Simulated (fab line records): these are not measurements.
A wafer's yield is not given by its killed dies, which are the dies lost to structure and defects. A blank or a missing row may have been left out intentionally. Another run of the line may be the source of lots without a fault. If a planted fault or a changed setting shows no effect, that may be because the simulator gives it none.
Chamber matching	flow gf180mcu	cmp-02 running GF_V3_CMP_04: 4 sister chambers
The step polishes SiO2. 4 wafers are shown with their chamber, then 8 later ones without.

## EACH WAFER AND ITS CHAMBER
wafer	chamber	motor-current-A (A)
L446.5	0	13.0
L449.3	2	15.7
L449.5	3	10.1
L451.1	1	13.5

## WAFERS WITHOUT THEIR CHAMBER
wafer	motor-current-A (A)
L451.2	12.1
L451.5	12.1
L453.1	15.5
L453.5	13.3
L453.6	15.3
L464.1	15.0
L464.2	13.1
L464.6	15.5

## WHICH CHAMBER EACH ONE RAN IN
wafer	from the rows above	in truth
L451.2	can't be placed: 0 or 1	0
L451.5	can't be placed: 0 or 1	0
L453.1	2	2
L453.5	can't be placed: 1 or 0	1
L453.6	2	2
L464.1	can't be placed: 2 or 1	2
L464.2	can't be placed: 0 or 1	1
L464.6	2	2
Correctly placed: 3 of 8. These rows do not allow placing 5 (true chamber among the candidates in 5). Wrongly placed: 0.
How it was worked out, from the rows above alone: a wafer's distance from a chamber is the root of the sum, over the readings, of the square of ((its reading less the chamber's mean) divided by the reading's scatter). The wafer belongs to the nearest chamber; if the next one is less than 2 further off, it can't be placed. Each chamber's mean is taken over the wafers shown for it. The scatter (one wafer shown for each chamber): square how far every hidden wafer sits from the nearest shown wafer, average those squares and take the square root.
